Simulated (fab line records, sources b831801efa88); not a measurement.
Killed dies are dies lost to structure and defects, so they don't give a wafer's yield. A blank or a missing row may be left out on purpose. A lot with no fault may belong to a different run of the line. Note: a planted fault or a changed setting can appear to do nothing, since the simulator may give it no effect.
Comparing a struck lot with a sound one | flow sky130 | 16 out of 708 route steps
Sound: the wafers L104.1, L104.3, L104.6. Struck: wafer L115.4 (left out: L115.5, a lot-mate that was not struck); the cause follows at the end.
Per side, at each step with rows, come the tool, then ch with its chambers, and then its first start. Under that, the readings that differ: sound wafers | struck wafers | difference of the means | sigmas: that difference in standard deviations of wafers without a fault.
alike: readings with means less than 2 such deviations apart, plus words and numbers identical on both sides. not compared: withheld readings, readings lacking a value on some wafer, bounds such as >300 that could conceal the same value, and numbers that have no deviation in the record and whose values overlap.
A row with sigmas, a row that says differs or no value, or rows on one side alone: a step with any of these is where the two part. Numbers that have no deviation but don't overlap get no sigmas and don't part them. Lack of a reading on every wafer of one side parts them only where that side has two or more wafers.

SKY_METAL5_SPUTTER_03: material Ti, target thk 5 nm, time 3.3 s.
  struck on pvd_sputter-02, day 47 22:33; sound on pvd_sputter-02, day 43 22:19
  alike: throttle_valve_pct
SKY_METAL5_SPUTTER_04: material TiN, target thk 70 nm, time 58.3 s.
  struck on pvd_sputter-02, day 47 22:34; sound on pvd_sputter-02, day 43 22:20
  alike: throttle_valve_pct
SKY_METAL5_RS_MEAS_05: measurement is done with a four-point probe.
  struck on film_metro-02, day 47 22:40; sound on film_metro-04, day 43 22:23
  alike: METAL5_ALCU_RS
SKY_METAL5_THK_MEAS_06: measures by xrf.
  struck on film_metro-02, day 47 22:46; sound on film_metro-04, day 43 22:30
  alike: METAL5_ALCU_THK
then, 7 steps without rows for these wafers: SKY_METAL5_DEHYDRATE_07 (time 60 s); SKY_METAL5_HMDS_08 (prime time 60 s); SKY_METAL5_COAT_09 (resist thk 1800 nm); SKY_METAL5_SOFTBAKE_10 (time 60 s); SKY_METAL5_EXPOSE_11 (exposes mask MM5, target cd 1600 nm); SKY_METAL5_PEB_12; SKY_METAL5_DEVELOP_13 (develop time 60 s).
SKY_METAL5_DESCUM_14: chemistry O2, time 11 s.
  sound on rie_metal-01 ch 0,1, day 44 20:11; struck on rie_metal-01 ch 1, day 48 16:43
  alike: drypump_motor_current_A, oes_product_au, temp_c
  not compared: rf_hours_counter_h
SKY_METAL5_METAL_ETCH_15: etches the open film in Cl2/BCl3, stops on SiO2, target depth 1260 nm, time 252 s.
  sound on rie_metal-01 ch 0,1, day 44 20:13; struck on rie_metal-01 ch 1, day 48 16:49
  reading                                     | sound             | struck | difference | sigmas
  oes_product_au (a.u.)                       | 0.900 0.889 0.896 | 0.992  | +0.097     | +20
  run_length_s (s)                            | 279.9 280.5 279.9 | 256.5  | -23.6      | -35
  model.NOVOLAK_of_METAL5_COAT_09.thk_nm (nm) | 1036 1039 1023    | 1107   | +74        |
  alike: drypump_motor_current_A, throttle_valve_pct
  not compared: rf_hours_counter_h
SKY_METAL5_STRIP_16: strips in O2/N2.
  sound on plasma_asher-01 ch 0,1, day 44 20:27; struck on plasma_asher-01 ch 0, day 48 17:00
  reading                      | sound             | struck | difference | sigmas
  strip_time_to_endpoint_s (s) | 13.07 13.12 12.92 | 13.89  | +0.85      | +6
  alike: drypump_motor_current_A, oes_product_au
  not compared: rf_hours_counter_h
then, 1 step without rows for these wafers: SKY_METAL5_STRIP_17 (strips in post etch residue remover, time 1200 s).
SKY_PAD_OPEN_PROBE_99:
  struck on prober-01, day 50 07:38; sound on prober-01, day 46 17:34
  reading            | sound    | struck | difference | sigmas
  killed_at_contacts | 20 18 16 | 34     | +16        | +3
  alike: defect_limited_yield, killed_at_M0_to_M3, killed_at_M4_up, killed_at_front_end, killed_dies, killed_open, killed_short, sort_bin_3_pad_short, sort_bin_5_function, sort_bin_6_memory, sort_n_pass, sort_yield_pct

== WHERE THEY PART ==
First at SKY_METAL5_METAL_ETCH_15; last, within this record, at SKY_PAD_OPEN_PROBE_99.

WHY: whatever the simulator had introduced
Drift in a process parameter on rie_metal-01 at SKY_METAL5_METAL_ETCH_15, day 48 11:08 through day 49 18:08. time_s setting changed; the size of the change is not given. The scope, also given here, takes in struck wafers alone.
